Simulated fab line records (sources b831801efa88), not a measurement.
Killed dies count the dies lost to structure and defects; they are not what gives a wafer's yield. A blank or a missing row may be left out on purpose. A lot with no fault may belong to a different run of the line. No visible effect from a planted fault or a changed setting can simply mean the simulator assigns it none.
A lot that was struck, set against a sound lot -- flow sky130 -- 14 steps out of a route of 708
Sound: these wafers, L620.2, L620.4, L620.6. Struck: wafers L626.2, L626.4, L626.5. The cause is named last.
For every step that has rows: the tool of each side, followed by ch and its chambers, followed by its first start. Under that, the readings that differ: sound wafers -- struck wafers -- difference of the means -- sigmas: that difference in standard deviations of wafers without a fault.
alike: words and numbers the same on both sides, and readings whose means are apart by under 2 such deviations; not compared: readings that were withheld, readings missing a value for some wafer, numbers with overlapping values and no deviation given by the record, and bounds like >300 which may hide the same value.
Wherever a step has rows on one side only, a row that says differs or no value, or a row with sigmas, the two part there. Non-overlapping numbers with no deviation appear without sigmas and do not part them. Lack of a reading on every wafer of one side parts them only where that side has two or more wafers.

first, 5 steps without rows for these wafers: SKY_GATE_OXIDE_COAT_05 (resist thk 1140 nm); SKY_GATE_OXIDE_SOFTBAKE_06 (time 60 s); SKY_GATE_OXIDE_EXPOSE_07 (exposes mask LVOM, target cd 600 nm); SKY_GATE_OXIDE_PEB_08; SKY_GATE_OXIDE_DEVELOP_09 (develop time 60 s).
SKY_GATE_OXIDE_OVL_MEAS_10:
  sound on overlay-01 at day 14 09:04; struck on overlay-02 at day 16 18:10
  alike: GATE_OXIDE_OVL
then, 2 steps without rows for these wafers: SKY_GATE_OXIDE_IMPLANT_11; SKY_GATE_OXIDE_WET_ETCH_12 (etches SiO2 in dHF, target depth 16.8 nm, time 336 s).
SKY_GATE_OXIDE_STRIP_13: strips in O2/N2.
  sound on plasmaAsher-03 ch 0,1, day 14 09:21; struck on plasmaAsher-04 ch 0,1, day 16 18:45
  alike: chamberPressureMTorr, drypumpMotorCurrentA, oesProductAu, stripTimeToEndpointS
  not compared: rfHoursCounterH
SKY_GATE_OXIDE_TW_MEAS_14:
  sound on filmMetro-02 at day 14 09:28; struck on filmMetro-03 at day 16 18:52
  alike: GATE_OXIDE_TW
then, 2 steps without rows for these wafers: SKY_GATE_OXIDE_CLEAN_15 (cleans in SC1/SC2, time 150 s); SKY_GATE_OXIDE_OXIDATION_16 (stabilise 600 s, purge 300 s, target thk 3.57 nm).
SKY_POLY_GATE_CVD_00: deposits poly-Si, target thk 180 nm, time 720 s.
  sound on lpcvd-01 ch 1, day 14 11:18; struck on lpcvd-01 ch 0, day 16 20:37
reading,sound,struck,difference,sigmas
spikeTcBottomC (C),644 645 644,615 613 614,-30,-8
spikeTcCentreC (C),620.9 621.6 621.2,597.6 595.6 598.2,-24.1,-22
spikeTcLowerC (C),619.5 618.0 618.4,598.1 596.8 597.6,-21.1,-18
spikeTcTopC (C),647.3 644.9 642.9,617.8 617.7 619.0,-26.9,-13
spikeTcUpperC (C),618.6 618.2 618.1,597.8 596.4 595.0,-21.9,-17
susceptorTempC (C),620.21 620.02 620.33,596.34 596.32 596.80,-23.70,-85
model.poly-Si_of_POLY_GATE_CVD_00.thkNm (nm),180.9 180.9 180.4,100.4 103.2 102.3,-78.8,
SKY_POLY_GATE_THK_MEAS_01:
  sound on filmMetro-01 at day 14 12:31; struck on filmMetro-02 at day 16 22:03
reading,sound,struck,difference,sigmas
POLY_GATE_CVD_00_THK (nm),180.9 180.9 180.6,100.4 103.2 102.3,-78.8,-53
  not compared: hold

== WHERE THEY PART ==
Last at SKY_POLY_GATE_THK_MEAS_01 as far as this record goes, first at SKY_POLY_GATE_CVD_00.

WHY: what the simulator had put in
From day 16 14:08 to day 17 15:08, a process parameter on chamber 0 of lpcvd-01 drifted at SKY_POLY_GATE_CVD_00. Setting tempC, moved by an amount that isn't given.
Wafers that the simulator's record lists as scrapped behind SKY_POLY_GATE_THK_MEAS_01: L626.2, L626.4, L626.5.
